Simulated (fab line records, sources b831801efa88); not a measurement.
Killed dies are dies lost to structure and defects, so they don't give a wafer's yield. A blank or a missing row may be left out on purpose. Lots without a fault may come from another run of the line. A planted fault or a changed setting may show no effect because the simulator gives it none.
Chamber matching | flow sky130 | SKY_VIA2_CMP_02 on cmp-01: 4 sister chambers
The step polishes SiO2. 4 wafers are shown with their chamber, then 7 later ones without.

WAFERS WITH THEIR CHAMBER
wafer  | chamber | motor_current_A (A)
L553.2 | 0       | 11.0
L557.4 | 3       | 11.0
L561.4 | 2       | 10.9
L561.5 | 1       | 12.6

WAFERS WITHOUT THEIR CHAMBER
wafer  | motor_current_A (A)
L561.6 | 11.3
L574.2 | 12.0
L574.3 | 11.3
L574.6 | 11.1
L575.1 | 11.3
L575.4 | 10.9
L575.6 | 12.7

WHICH CHAMBER EACH WENT THROUGH
wafer  | from the rows above               | in truth
L561.6 | can't be placed: 0 or 3 or 2      | 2
L574.2 | can't be placed: 1 or 0 or 3 or 2 | 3
L574.3 | can't be placed: 0 or 3 or 2      | 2
L574.6 | can't be placed: 0 or 3 or 2      | 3
L575.1 | can't be placed: 0 or 3 or 2      | 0
L575.4 | can't be placed: 2 or 0 or 3      | 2
L575.6 | 1                                 | 1
Placed correctly: 1 of 7. Can't be placed from these rows: 6 (the true chamber is among the candidates in 6). Placed wrongly: 0.
How it was worked out, from the rows above alone: a wafer's distance from a chamber is the root of the sum, over the readings, of the square of ((its reading less the chamber's mean) divided by the reading's scatter). The wafer belongs to the nearest chamber; if the next one is less than 2 further off, it can't be placed. A chamber's mean is the mean of its shown wafers. The scatter: with one shown wafer a chamber, the root of the mean of the squares of how far each hidden wafer lies from its nearest shown one.
